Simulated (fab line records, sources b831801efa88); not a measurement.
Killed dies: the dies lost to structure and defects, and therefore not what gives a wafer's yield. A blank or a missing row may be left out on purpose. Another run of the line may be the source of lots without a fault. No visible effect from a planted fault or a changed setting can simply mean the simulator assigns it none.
A struck lot beside a sound one + flow gf180mcu + 15 out of 602 route steps
Sound: wafers L613.3, L613.4, L613.6. The struck wafers were L624.2, L624.3, L624.5. The cause comes at the end.
At each step with rows: each side's tool, then ch and its chambers, then its first start. Under that, the readings that differ: sound wafers + struck wafers + difference of the means + sigmas: that difference in standard deviations of wafers without a fault.
alike: same words and numbers on both sides, and readings whose means sit less than 2 such deviations apart. not compared: any withheld reading, any reading some wafer has no value for, any bound like >300 that may hide the same value, and any number with overlapping values for which the record gives no deviation.
The two part at a step that has a row with sigmas, a row that says differs or no value, or rows on one side only. Numbers that don't overlap but have no deviation are shown without sigmas and don't part them. A reading that every wafer of one side lacks parts them only if that side has two wafers or more.

GF_M2_SPUTTER_04: material TiN, target thk 50 nm, time 41.7 s.
  struck on pvdSputter-01, day 22 20:10; sound on pvdSputter-02, day 18 20:34
  alike: throttleValvePct
GF_M2_RS_MEAS_05: uses a four-point probe to measure.
  struck on filmMetro-01, day 22 20:13; sound on filmMetro-01, day 18 20:39
  alike: M2_ALCU_RS
GF_M2_THK_MEAS_06: measures by xrf.
  struck on filmMetro-01, day 22 20:20; sound on filmMetro-01, day 18 20:45
  alike: M2_ALCU_THK
then, 7 steps without rows for these wafers: GF_M2_DEHYDRATE_07 (time 60 s); GF_M2_HMDS_08 (prime time 60 s); GF_M2_COAT_09 (resist thk 1006 nm); GF_M2_SOFTBAKE_10 (time 60 s); GF_M2_EXPOSE_11 (exposes mask Metal2, target cd 280 nm); GF_M2_PEB_12 (peb time 90 s); GF_M2_DEVELOP_13 (develop time 60 s).
GF_M2_CD_MEAS_14: target cd 280 nm.
  struck on cdSem-02, day 23 19:09; sound on cdSem-01, day 19 21:09
  alike: cdNm
GF_M2_OVL_MEAS_15:
  struck on overlay-02, day 23 19:15; sound on overlay-02, day 19 21:14
  alike: M2_OVL
GF_M2_METAL_ETCH_16: etches the open film in Cl2/BCl3, stops on SiO2, target depth 750.8 nm, time 125.1 s.
  sound on rieMetal-03 ch 0,1, day 19 21:19; struck on rieMetal-01 ch 0,1, day 23 19:17
| reading                            | sound                | struck               | difference | sigmas |
|------------------------------------|----------------------|----------------------|------------|--------|
| oesProductAu (a.u.)                | 0.987 0.976 0.975    | 0.904 0.902 0.910    | -0.074     | -12    |
| rfFwdPowerW (W)                    | 802.1 797.6 797.8    | 792.3 787.5 798.7    | -6.3       | -3     |
| throttleValvePct (%)               | 28.236 28.256 28.262 | 28.334 28.326 28.322 | +0.076     | +8     |
| model.KrF_of_M2_COAT_09.thkNm (nm) | 695.4 702.3 704      | 739 734 733.8        | +35        |        |
  alike: drypumpMotorCurrentA
  not compared: rfHoursCounterH
GF_M2_STRIP_17: strips in O2/N2.
  sound on plasmaAsher-04 ch 0,1, day 19 21:26; struck on plasmaAsher-04 ch 0, day 23 19:25
| reading                  | sound             | struck            | difference | sigmas |
|--------------------------|-------------------|-------------------|------------|--------|
| oesProductAu (a.u.)      | 0.542 0.541 0.547 | 0.570 0.555 0.554 | +0.016     | +3     |
| stripTimeToEndpointS (s) | 7.49 7.57 7.58    | 7.91 7.87 7.85    | +0.33      | +6     |
  alike: drypumpMotorCurrentA, heaterPowerW
  not compared: rfHoursCounterH
then, 1 step without rows for these wafers: GF_M2_STRIP_18 (strips in post etch residue remover, time 1200 s).

WHERE THEY PART
Last at GF_M2_STRIP_17 as far as this record goes, first at GF_M2_METAL_ETCH_16.

WHY: what the simulator had put in
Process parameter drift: rieMetal-01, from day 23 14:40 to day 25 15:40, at GF_M2_METAL_ETCH_16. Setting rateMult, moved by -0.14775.
